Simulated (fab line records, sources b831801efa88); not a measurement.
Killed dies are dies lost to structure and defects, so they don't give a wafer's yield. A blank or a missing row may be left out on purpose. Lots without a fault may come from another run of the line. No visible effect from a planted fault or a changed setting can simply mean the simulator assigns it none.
Which tool was responsible? :: flow gf180mcu :: 10 lots, 30 wafers sampled, at 2 steps of a route of 602

## WHAT THE GAUGES SHOWED, per wafer
GF_MVPSD_TW_MEAS_11.
lot: L457
measured: day 4 22:37
on: film_metro-03
MVPSD_TW: 550 551 551

lot: L460
measured: day 5 17:07
on: film_metro-03
MVPSD_TW: 550 551 551

lot: L461
measured: day 6 02:09
on: film_metro-01
MVPSD_TW: 554 555 549

lot: L463
measured: day 6 12:21
on: film_metro-03
MVPSD_TW: 553 552 552

lot: L464
measured: day 6 19:08
on: film_metro-01
MVPSD_TW: 553 552 551

lot: L469
measured: day 7 22:56
on: film_metro-03
MVPSD_TW: 568 568 569

lot: L472
measured: day 8 17:28
on: film_metro-03
MVPSD_TW: 569 572 572

lot: L475
measured: day 9 13:01
on: film_metro-01
MVPSD_TW: 551 556 553

lot: L476
measured: day 9 17:23
on: film_metro-01
MVPSD_TW: 551 551 552

lot: L479
measured: day 10 12:58
on: film_metro-03
MVPSD_TW: 551 550 550

## WHAT TOOL EACH LOT RAN ON (gives the tool, then ch and the chambers of the sampled wafers, and finally the start)
lot: L457
GF_MVPSD_IMPLANT_09: implanter-03 ch 0, day 4 22:23

lot: L460
GF_MVPSD_IMPLANT_09: implanter-04 ch 0, day 5 16:52

lot: L461
GF_MVPSD_IMPLANT_09: implanter-04 ch 0, day 6 01:56

lot: L463
GF_MVPSD_IMPLANT_09: implanter-01 ch 0, day 6 12:08

lot: L464
GF_MVPSD_IMPLANT_09: implanter-03 ch 0, day 6 18:55

lot: L469
GF_MVPSD_IMPLANT_09: implanter-03 ch 0, day 7 22:43

lot: L472
GF_MVPSD_IMPLANT_09: implanter-03 ch 0, day 8 17:13

lot: L475
GF_MVPSD_IMPLANT_09: implanter-04 ch 0, day 9 12:47

lot: L476
GF_MVPSD_IMPLANT_09: implanter-04 ch 0, day 9 17:10

lot: L479
GF_MVPSD_IMPLANT_09: implanter-01 ch 0, day 10 12:46
- GF_MVPSD_IMPLANT_09

## THE ANSWER, worked out from the rows above alone
Rule: the usual values come from the lots themselves. Put in order of their means at a reading, lots are off if they are a third of the lots or fewer, leave a main group of 4 or more, and stand apart from it by a gap of 3 or more times the standard deviation of the main group's means; of several such gaps the widest counts. A main group is skipped when, at the precision printed for the reading in the tables above, its means are all equal. A lot without any number at a reading at which 4 lots or more have one is off too. The other lots that the step has rows for count as sound.
Off: L469, L472, at GF_MVPSD_TW_MEAS_11 (MVPSD_TW). Mean 552 and standard deviation 1 in the main group.
A tool fits if, at a process step before that reading, it ran every lot that is off, and no sound lot after the first of them. The gauges at GF_MVPSD_TW_MEAS_11 are tried like those tools. One fits: implanter-03 at GF_MVPSD_IMPLANT_09. A fault onset in the window from L464 (day 6 18:55, its last sound lot) to L469 (day 7 22:43, its first lot off) fits.

## WHAT WAS PUT IN BY THE SIMULATOR
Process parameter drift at GF_MVPSD_IMPLANT_09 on implanter-03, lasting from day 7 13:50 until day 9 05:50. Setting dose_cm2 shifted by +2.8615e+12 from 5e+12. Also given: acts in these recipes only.
Struck lots among those shown: L469, L472. The rule above reached the same finding.
